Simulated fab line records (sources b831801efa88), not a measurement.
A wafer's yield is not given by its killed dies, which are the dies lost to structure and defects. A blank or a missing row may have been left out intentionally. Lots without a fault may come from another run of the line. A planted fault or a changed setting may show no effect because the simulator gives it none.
Chamber matching -- flow gf180mcu -- pecvd-01 running GF_SAB_CVD_00: 3 sister chambers
The step deposits SiO2 from TEOS, target thk 50 nm, time 4.9302 s. 6 wafers are shown with their chamber, then 7 later ones without.

== WAFERS WITH THEIR CHAMBER ==
wafer,chamber,heater_power_outer_w (W),heater_power_w (W)
L880.2,1,391,680
L882.1,1,362,642
L882.4,0,484,793
L882.5,2,418,651
L889.1,0,516,838
L889.2,2,332,547

== WAFERS WITH NO CHAMBER GIVEN ==
wafer,heater_power_outer_w (W),heater_power_w (W)
L889.3,367,646
L890.1,405,630
L890.3,373,664
L890.5,378,653
L892.1,523,801
L892.3,493,814
L892.6,506,795

== THE CHAMBER EACH PASSED THROUGH ==
wafer,from the rows above,in truth
L889.3,can't be placed: 1 or 2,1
L890.1,can't be placed: 1 or 2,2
L890.3,can't be placed: 1 or 2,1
L890.5,can't be placed: 1 or 2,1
L892.1,0,0
L892.3,0,0
L892.6,0,0
3 of 7 placed correctly. Can't be placed from these rows: 4 (the true chamber is among the candidates in 4). Wrongly placed: 0.
How it was worked out, from the rows above alone: a wafer's distance from a chamber is the root of the sum, over the readings, of the square of ((its reading less the chamber's mean) divided by the reading's scatter). If the next closest chamber is less than 2 further off than the closest, the wafer can't be placed; otherwise it belongs to the closest. For every chamber, the mean is computed from those of its wafers that are shown. The scatter: take each reading less its chamber's mean, square it, sum over the shown wafers, divide by the number of wafers less the number of chambers, and take the root.
